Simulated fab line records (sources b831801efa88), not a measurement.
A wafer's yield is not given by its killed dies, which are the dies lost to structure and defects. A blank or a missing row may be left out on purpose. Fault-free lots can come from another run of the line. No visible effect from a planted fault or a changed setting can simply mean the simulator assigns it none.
What tool caused it? | flow gf180mcu | 33 wafers from 11 lots sampled at 5 of the route's 602 steps

== WHAT THE GAUGES SHOWED, per wafer ==
GF_VT_IMPLANT_OVL_MEAS_40.
lot  | measured     | on         | VT_IMPLANT_03_OVL (nm)
L202 | day 7 21:02  | overlay-01 | 2.1 1.4 2.0
L205 | day 8 18:30  | overlay-01 | 0.1 0.7 -1.0
L206 | day 8 21:53  | overlay-02 | 2.2 3.3 3.4
L208 | day 9 09:56  | overlay-02 | 6.4 3.9 4.7
L209 | day 9 18:01  | overlay-02 | -0.3 -1.2 1.2
L211 | day 10 08:17 | overlay-01 | 1.2 0.0 1.7
L212 | day 10 14:14 | overlay-02 | 3.3 1.9 2.8
L214 | day 11 05:05 | overlay-01 | 0.1 4.3 1.4
L215 | day 11 08:59 | overlay-01 | 1.8 1.6 3.9
L217 | day 12 05:53 | overlay-02 | -0.5 1.3 -0.6
L224 | day 14 01:02 | overlay-01 | 0.0 2.5 1.7

GF_POLY_GATE_THK_MEAS_01.
lot  | measured     | on            | POLY_GATE_CVD_00_THK (nm)
L202 | day 8 19:56  | film metro-04 | 200.5 200.7 199.8
L205 | day 9 18:39  | film metro-03 | 199.7 200.6 198.9
L206 | day 9 20:23  | film metro-03 | 199.7 199.2 198.3
L208 | day 10 09:11 | film metro-03 | 206.8 205.8 206.1
L209 | day 10 17:53 | film metro-04 | 200.8 200.5 201.1
L211 | day 11 07:57 | film metro-04 | 202.1 202.4 201.7
L212 | day 11 15:51 | film metro-02 | 198.1 198.8 199.5
L214 | day 12 07:41 | film metro-04 | 112.6 113.1 110.8
L215 | day 12 11:22 | film metro-04 | 114.4 113.5 113.7
L217 | day 13 08:02 | film metro-03 | 199.6 200.0 200.1
L224 | day 15 03:53 | film metro-03 | 199.5 198.3 199.2

== TOOL THAT RAN EACH LOT (tool first, then ch and the chambers of the sampled wafers, then the start) ==
lot  | GF_VT_IMPLANT_RTA_45             | GF_DUAL_GATE_STRIP_13                | GF_POLY_GATE_CVD_00
L202 | rtp anneal-02 ch 0, day 7 21:28  | plasma asher-03 ch 0,1, day 8 16:46  | lpcvd-02 ch 0, day 8 18:35
L205 | rtp anneal-02 ch 0, day 8 18:55  | plasma asher-03 ch 0,1, day 9 14:38  | lpcvd-02 ch 0, day 9 17:18
L206 | rtp anneal-02 ch 0, day 8 22:17  | plasma asher-04 ch 0,1, day 9 17:21  | lpcvd-01 ch 0, day 9 19:03
L208 | rtp anneal-01 ch 0, day 9 10:21  | plasma asher-02 ch 0,1, day 10 06:04 | lpcvd-01 ch 0, day 10 07:50
L209 | rtp anneal-01 ch 0, day 9 18:25  | plasma asher-03 ch 0,1, day 10 14:39 | lpcvd-01 ch 0, day 10 16:33
L211 | rtp anneal-02 ch 0, day 10 08:41 | plasma asher-02 ch 0,1, day 11 04:54 | lpcvd-01 ch 0, day 11 06:37
L212 | rtp anneal-02 ch 0, day 10 14:38 | plasma asher-04 ch 0,1, day 11 12:31 | lpcvd-02 ch 1, day 11 14:31
L214 | rtp anneal-02 ch 0, day 11 05:29 | plasma asher-04 ch 0,1, day 12 03:34 | lpcvd-02 ch 1, day 12 06:22
L215 | rtp anneal-01 ch 0, day 11 09:25 | plasma asher-03 ch 0,1, day 12 08:19 | lpcvd-02 ch 0, day 12 10:01
L217 | rtp anneal-02 ch 0, day 12 06:17 | plasma asher-04 ch 0, day 13 04:10   | lpcvd-01 ch 0, day 13 06:41
L224 | rtp anneal-01 ch 0, day 14 01:25 | plasma asher-04 ch 0,1, day 15 00:36 | lpcvd-02 ch 0, day 15 02:34
- GF_VT_IMPLANT_RTA_45: time 30 s.
- GF_DUAL_GATE_STRIP_13: strips in O2/N2.
- GF_POLY_GATE_CVD_00: deposits poly-Si, target thk 200 nm, time 1200 s.

== WHAT THE TOOLS THEMSELVES READ (means of the sampled wafers that have a number; where no wafer has one, the mark that the record gives instead) ==
GF_VT_IMPLANT_RTA_45.
lot  | tool          | lamp power pct (%) | wafer_temp_C_max
L202 | rtp anneal-02 | 34                 | 1053.7
L205 | rtp anneal-02 | 34                 | 1053.3
L206 | rtp anneal-02 | 34                 | 1053.6
L208 | rtp anneal-01 | 44                 | 1053.9
L209 | rtp anneal-01 | 44                 | 1054.2
L211 | rtp anneal-02 | 34                 | 1052.5
L212 | rtp anneal-02 | 34                 | 1053.7
L214 | rtp anneal-02 | 34                 | 1054.1
L215 | rtp anneal-01 | 44                 | 1053.9
L217 | rtp anneal-02 | 34                 | 1053.0
L224 | rtp anneal-01 | 44                 | 1054.6

GF_DUAL_GATE_STRIP_13.
lot  | tool            | drypump motor current A (A) | heater power w (W) | oes product au (a.u.) | strip time to endpoint s (s)
L202 | plasma asher-03 | 5.6                         | 322                | 0.716                 | 12.64
L205 | plasma asher-03 | 6.2                         | 326                | 0.721                 | 12.59
L206 | plasma asher-04 | 5.8                         | 362                | 0.714                 | 12.68
L208 | plasma asher-02 | 5.2                         | 297                | 0.716                 | 12.63
L209 | plasma asher-03 | 6.2                         | 327                | 0.718                 | 12.66
L211 | plasma asher-02 | 5.2                         | 298                | 0.714                 | 12.58
L212 | plasma asher-04 | 5.7                         | 337                | 0.716                 | 12.60
L214 | plasma asher-04 | 5.7                         | 335                | 0.716                 | 12.63
L215 | plasma asher-03 | 5.6                         | 318                | 0.714                 | 12.68
L217 | plasma asher-04 | 5.8                         | 381                | 0.717                 | 12.65
L224 | plasma asher-04 | 5.7                         | 357                | 0.713                 | 12.65

GF_POLY_GATE_CVD_00.
lot  | tool     | spike tc bottom C (C) | spike tc centre C (C) | spike tc lower C (C) | spike tc top C (C) | spike tc upper C (C) | susceptor temp C (C)
L202 | lpcvd-02 | 634.8                 | 621.4                 | 619.6                | 638                | 619.1                | 619.86
L205 | lpcvd-02 | 635.9                 | 623.2                 | 619.8                | 638                | 619.9                | 620.08
L206 | lpcvd-01 | 641.6                 | 621.9                 | 620.4                | 646                | 621.2                | 619.93
L208 | lpcvd-01 | 640.9                 | 622.6                 | 619.7                | 645                | 620.6                | 619.96
L209 | lpcvd-01 | 641.5                 | 621.4                 | 620.2                | 646                | 620.5                | 620.20
L211 | lpcvd-01 | 642.0                 | 622.0                 | 621.2                | 645                | 620.0                | 620.06
L212 | lpcvd-02 | 642.4                 | 622.8                 | 619.7                | 638                | 621.0                | 619.45
L214 | lpcvd-02 | 618.8                 | 598.4                 | 597.9                | 616                | 599.6                | 596.69
L215 | lpcvd-02 | 612.7                 | 599.0                 | 596.6                | 617                | 596.6                | 597.15
L217 | lpcvd-01 | 642.1                 | 622.7                 | 620.5                | 645                | 622.0                | 619.76
L224 | lpcvd-02 | 637.1                 | 622.0                 | 619.4                | 638                | 618.7                | 619.81

== THE ANSWER, worked out from the rows above alone ==
Rule: usual is defined by the lots themselves. Put in order of their means at a reading, lots are off if they are a third of the lots or fewer, leave a main group of 4 or more, and stand apart from it by a gap of 3 or more times the standard deviation of the main group's means; of several such gaps the widest counts. A main group is skipped when, at the precision printed for the reading in the tables above, its means are all equal. Also off: a lot with no number at a reading for which 4 or more lots have one. Where the step has rows for the other lots, those lots are counted as sound. First the gauges in route order, then the tools' own readings, where a lot's mean is used as printed above. At the first step where some lot is off, the reading lying furthest off is the one used; lots without a number count as furthest.
Off: at GF_POLY_GATE_THK_MEAS_01 (POLY_GATE_CVD_00_THK), L214, L215. Main group: mean 200.7 nm, sd 2.2.
If a tool, at a process step before that reading, ran all the lots that are off and no sound lot after the first of them, it fits. The gauges at GF_POLY_GATE_THK_MEAS_01 aren't tried: what is off there is off at GF_POLY_GATE_CVD_00 too, on other tools, and a gauge's error can't cause that. No candidate that was tried fits.

== WHAT THE SIMULATOR HAD INSERTED ==
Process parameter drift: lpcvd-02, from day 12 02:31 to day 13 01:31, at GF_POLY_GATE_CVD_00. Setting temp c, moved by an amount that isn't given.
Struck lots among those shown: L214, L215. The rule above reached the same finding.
